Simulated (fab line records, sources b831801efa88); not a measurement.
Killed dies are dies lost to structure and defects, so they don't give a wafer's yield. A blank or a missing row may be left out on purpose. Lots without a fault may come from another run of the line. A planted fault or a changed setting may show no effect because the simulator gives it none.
Problem report in the 8D (eight disciplines) form, filled by code | flow gf180mcu | the parts of the form that need people (team, actions taken, sign-off) are left out

1. THE PROBLEM
cd_nm at GF_M2_CD_MEAS_14 reads a mean of 267.2 nm on 6 wafers of 2 lots; wafers without a fault read 280.0 nm with a standard deviation of 1.3. That is -9.9 standard deviations from the usual mean.
The step: target cd 280 nm.
First seen on wafer L564.2, day 25 10:31, on cd_sem-01. The record holds 36 wafers of 12 lots with a number at this step. Rule for "out", or "out of limits": more than 4 standard deviations from the usual mean. The other wafers with a number count as sound.

2. WHAT IT IS AND WHAT IT IS NOT
question                    | is                     | is not
which readings at this step | cd_nm                  | -
which lots                  | L564, L565             | L547, L548, L550, L551, L552, L554, L557, L567, L568, L569
which wafers of those lots  | all that have a number | -
read on which gauges        | cd_sem-01              | cd_sem-02
when                        | from day 25 10:31      | up to then (21 sound wafers); but 9 sound wafers of L567, L568, L569 came after

3. SUSPECTS, AND WHAT RULES EACH OUT
Counting: a tool at a process step up to the reading stays a suspect if it ran every lot that is out and no sound lot after the first of them.
- the gauge at GF_M2_CD_MEAS_14: ruled out. All the wafers that are out were read on cd_sem-01, but those of them that GF_M2_EXPOSE_11 has rows for are out there too, on other tools.
- cmp-01 at GF_V1_CMP_26 (polishes, stops on SiO2, t overpolish 15 s, target thk 0 nm): ruled out as a lasting fault. Sound lots L567, L568 ran on it after its first lot that is out, L564 (day 24 12:32).
- krf_scanner-02 at GF_M2_EXPOSE_11 (exposes mask Metal2, target cd 280 nm): kept. It ran every lot that is out, first L564 (day 25 00:05), and no sound lot after that; its last sound lot up to then is L557 (day 22 17:13). Its own readings are out on those wafers: exposure_dose_mJ_cm2.
Left after counting: krf_scanner-02 at GF_M2_EXPOSE_11.

4. THE CAUSE (what the simulator had put in)
Process parameter drift: krf_scanner-02, from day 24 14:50 on, at GF_M2_EXPOSE_11. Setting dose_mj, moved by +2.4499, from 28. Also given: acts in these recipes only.
Counting left only this tool.

5. THE CHAIN OF EFFECTS, in route order
Each row: a reading whose mean over the struck wafers that have a number lies more than 3 standard deviations from the usual. Only readings for which the record gives a usual standard deviation are gone through. hours: the time from each lot's start at the first step in this table that gives one to its start at this step, as a median over the lots. sigmas: the change in usual standard deviations.
hours | step             | reading              | usual    | on struck wafers | change | sigmas
0     | GF_M2_EXPOSE_11  | exposure_dose_mJ_cm2 | 28.001   | 30.460           | +2.459 | +95
11    | GF_M2_CD_MEAS_14 | cd_nm                | 280.0 nm | 267.2            | -12.8  | -9.9
The process steps in it:
- GF_M2_EXPOSE_11: exposes mask Metal2, target cd 280 nm.

6. WHAT WOULD HAVE CAUGHT IT SOONER
In this record the first reading out of limits at a measuring or inspecting step was taken at day 25 10:31, 20 hours after the fault began at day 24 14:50.
The tool's own readings at GF_M2_EXPOSE_11 were out on every struck wafer that the step has a row for (exposure_dose_mJ_cm2): an alarm limit on them would have fired on the first of those.
All the lots that are out (2) had begun GF_M2_EXPOSE_11 on krf_scanner-02 by day 25 10:31. A hold on the tool at that time would have spared none of them.
